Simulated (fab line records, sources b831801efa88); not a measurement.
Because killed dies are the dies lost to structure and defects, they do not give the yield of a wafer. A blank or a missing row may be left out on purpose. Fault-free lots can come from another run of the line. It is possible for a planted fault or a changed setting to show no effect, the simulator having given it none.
Chamber matching | flow gf180mcu | GF_STI_ETCH_14 on rie si-02 has 4 sister chambers
The step etches Si in HBr/Cl2/O2, target depth 360 nm, time 102.9 s. 14 wafers are shown with their chamber, then 6 later ones without.

WAFERS, EACH WITH ITS CHAMBER
wafer  | chamber | drypump motor current A (A) | run length s (s) | oes product au (a.u.)
L957.3 | 1       | 5.4                         | 131.0            | 0.991
L957.5 | 1       | 5.4                         | 130.9            | 1.006
L957.6 | 0       | 6.5                         | 132.2            | 1.009
L961.2 | 0       | 6.4                         | 131.9            | 1.004
L961.3 | 1       | 5.4                         | 130.8            | 0.995
L961.4 | 2       | 5.5                         | 131.3            | 1.010
L962.2 | 2       | 5.5                         | 131.8            | 1.018
L962.3 | 0       | 6.5                         | 132.1            | 1.012
L962.5 | 2       | 5.4                         | 131.5            | 1.009
L963.3 | 3       | 6.2                         | 130.9            | 0.998
L963.4 | 0       | 6.5                         | 131.6            | 1.015
L963.6 | 2       | 5.5                         | 131.2            | 1.018
L964.3 | 0       | 6.5                         | 132.0            | 1.000
L967.3 | 0       | 6.4                         | 131.6            | 1.005

SIGNATURES (means of the wafers above)
reading                 | chamber 0 | chamber 1 | chamber 2 | chamber 3 | scatter within a chamber
drypump motor current A | 6.467     | 5.400     | 5.475     | 6.200     | 0.0456
run length s            | 131.900   | 130.900   | 131.450   | 130.900   | 0.235
oes product au          | 1.00750   | 0.99733   | 1.01375   | 0.99800   | 0.00589
Rule: a wafer lies at a distance from a chamber equal to the root of the sum of squares, over the readings, of (its reading less the chamber's mean, divided by the reading's scatter). If the next closest chamber is less than 2 further off than the closest, the wafer can't be placed; otherwise it belongs to the closest. The scatter is the square root of a quotient: the sum, over the shown wafers, of each reading's squared deviation from its chamber's mean, divided by wafers minus chambers.

WAFERS WITHOUT THEIR CHAMBER
wafer  | drypump motor current A (A) | run length s (s) | oes product au (a.u.)
L967.6 | 6.5                         | 131.8            | 1.013
L968.1 | 6.5                         | 131.8            | 0.991
L968.3 | 6.2                         | 130.5            | 0.997
L979.3 | 5.5                         | 131.2            | 0.995
L979.4 | 5.4                         | 130.7            | 0.998
L979.6 | 5.4                         | 131.2            | 1.000

EACH ONE'S CHAMBER
wafer  | from the rows above     | in truth
L967.6 | 0                       | 0
L968.1 | 0                       | 0
L968.3 | 3                       | 3
L979.3 | can't be placed: 1 or 2 | 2
L979.4 | 1                       | 1
L979.6 | can't be placed: 1 or 2 | 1
Correct placement for 4 of the 6. From these rows, 2 cannot be placed; in 2 the true chamber is one of the candidates. Number placed wrongly: 0.
